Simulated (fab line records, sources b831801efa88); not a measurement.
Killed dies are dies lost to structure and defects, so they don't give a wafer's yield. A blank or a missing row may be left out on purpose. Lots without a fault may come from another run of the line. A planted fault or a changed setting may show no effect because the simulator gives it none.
A struck lot beside a sound one | flow sfq_line | 24 steps out of a route of 325
Sound: wafers L452.1, L452.2, L452.6. Struck: wafers L457.1, L457.2, L457.6. The cause comes at the end.
At each step with rows: each side's tool, then ch and its chambers, then its first start. Under that, the readings that differ: sound wafers | struck wafers | difference of the means | sigmas: that difference in standard deviations of wafers without a fault.
alike: readings whose means differ by less than 2 such deviations, and words and numbers that are the same on both sides. not compared: withheld readings, readings that some wafer has no value for, bounds like >300 that may hide the same value, and numbers for which the record gives no deviation and whose values overlap.
The two part at a step that has a row with sigmas, a row that says differs or no value, or rows on one side only. Numbers that don't overlap but have no deviation are shown without sigmas and don't part them. A reading that every wafer of one side lacks parts them only if that side has two wafers or more.

first, 6 steps without rows for these wafers: SFQ_TRILAYER_I1_VIA_LITHO_COAT_054 (resist thk 62 nm); SFQ_TRILAYER_I1_VIA_LITHO_COAT_049 (resist thk 650 nm); SFQ_TRILAYER_I1_VIA_LITHO_SOFTBAKE_053; SFQ_TRILAYER_I1_VIA_LITHO_EXPOSE_050 (exposes mask I1, target cd 500 nm); SFQ_TRILAYER_I1_VIA_LITHO_PEB_052 (peb time 60 s); SFQ_TRILAYER_I1_VIA_LITHO_DEVELOP_051 (time 60 s).
SFQ_I1_OVL_MEAS_913:
  sound on overlay-02, day 23 08:47; struck on overlay-02, day 24 23:15
  alike: I1_OVL
SFQ_TRILAYER_I1_VIA_BARC_OPEN_VIA_ETCH_071: etches BARC in O2, target depth 125 nm, time 41.7 s.
  sound on rie_diel-03 ch 1,2,3, day 23 08:50; struck on rie_diel-04 ch 1,2,3, day 24 23:17
  alike: bias_w, drypump_motor_current_A, oes_product_au
  not compared: rf_hours_counter_h
SFQ_TRILAYER_I1_VIA_ETCH_VIA_ETCH_052: etches SiO2 in CHF3, stops on Nb, target depth 260 nm.
  sound on rie_diel-03 ch 1,2,3, day 23 08:52; struck on rie_diel-04 ch 1,2,3, day 24 23:19
  alike: bias_w, drypump_motor_current_A, oes_product_au
SFQ_TRILAYER_I1_VIA_STRIP_STRIP_053: strips in O2.
  sound on rie_metal-01 ch 0,1, day 23 08:59; struck on rie_metal-01 ch 0,1, day 24 23:26
  alike: drypump_motor_current_A, oes_product_au
  not compared: rf_hours_counter_h
then, 2 steps without rows for these wafers: SFQ_TRILAYER_I1_VIA_STRIP_SOLV_CLEAN_054 (cleans in NMP, time 600 s); SFQ_TRILAYER_M2_DEP_PRE_CLEAN_056 (time 22.5 s).
SFQ_TRILAYER_M2_DEP_SPUTTER_055: material Nb, target thk 200 nm, time 133.3 s.
  sound on pvd_sputter-05, day 23 09:47; struck on pvd_sputter-04, day 25 00:30
  alike: base_pressure_pa, cathode_dc_power_W, chamber_pressure_pa, throttle_valve_pct
SFQ_M2_RS_MEAS_914: measures by four-point-probe.
  sound on film_metro-03, day 23 09:52; struck on film_metro-02, day 25 00:35
  reading           | sound             | struck            | difference | sigmas
  M2_NB_RS (ohm/sq) | 0.888 0.880 0.889 | 0.446 0.444 0.445 | -0.441     | -50
then, 6 steps without rows for these wafers: SFQ_TRILAYER_M2_LITHO_COAT_062 (resist thk 62 nm); SFQ_TRILAYER_M2_LITHO_COAT_057 (resist thk 600 nm); SFQ_TRILAYER_M2_LITHO_SOFTBAKE_061; SFQ_TRILAYER_M2_LITHO_EXPOSE_058 (exposes mask M2, target cd 500 nm); SFQ_TRILAYER_M2_LITHO_PEB_060 (peb time 60 s); SFQ_TRILAYER_M2_LITHO_DEVELOP_059 (time 60 s).
-- the record jumps here: 6 days lie between the struck wafers' starts before and after --
SFQ_M2_OVL_MEAS_916:
  sound on overlay-02, day 23 13:31; struck on overlay-01, day 30 18:13
  alike: M2_OVL
SFQ_TRILAYER_M2_BARC_OPEN_METAL_ETCH_077: etches BARC in O2, target depth 125 nm, time 41.7 s.
  sound on rie_metal-03 ch 1, day 23 13:34; struck on rie_metal-01 ch 0,1, day 30 18:16
  alike: bias_w, drypump_motor_current_A, oes_product_au
  not compared: rf_hours_counter_h
SFQ_TRILAYER_M2_ETCH_METAL_ETCH_060: etches Nb in Cl2/Ar, stops on SiO2, target depth 240 nm, time 120 s.
  sound on rie_metal-03 ch 1, day 23 13:41; struck on rie_metal-01 ch 0,1, day 30 18:19
  reading                        | sound             | struck            | difference | sigmas
  oes_product_au (a.u.)          | 0.891 0.895 0.888 | 0.981 0.978 0.995 | +0.093     | +14
  model.etch.depth_nm (nm)       | 200.4 202 199.8   | 237.3 235.2 237.5 | +35.9      |
  model.M2.feature_depth_nm (nm) | 200.4 202 199.8   | 237.3 235.2 237.5 | +35.9      |
  alike: bias_w, drypump_motor_current_A
  not compared: rf_hours_counter_h
SFQ_TRILAYER_M2_STRIP_STRIP_061: strips in O2.
  sound on rie_metal-03 ch 1, day 23 13:56; struck on rie_metal-01 ch 0,1, day 30 18:26
  alike: drypump_motor_current_A, oes_product_au
  not compared: rf_hours_counter_h

WHERE THEY PART
First at SFQ_M2_RS_MEAS_914; last, within this record, at SFQ_TRILAYER_M2_ETCH_METAL_ETCH_060. Later steps at which nothing parts them and some readings are alike: SFQ_TRILAYER_M2_STRIP_STRIP_061.

WHY: what the simulator had put in
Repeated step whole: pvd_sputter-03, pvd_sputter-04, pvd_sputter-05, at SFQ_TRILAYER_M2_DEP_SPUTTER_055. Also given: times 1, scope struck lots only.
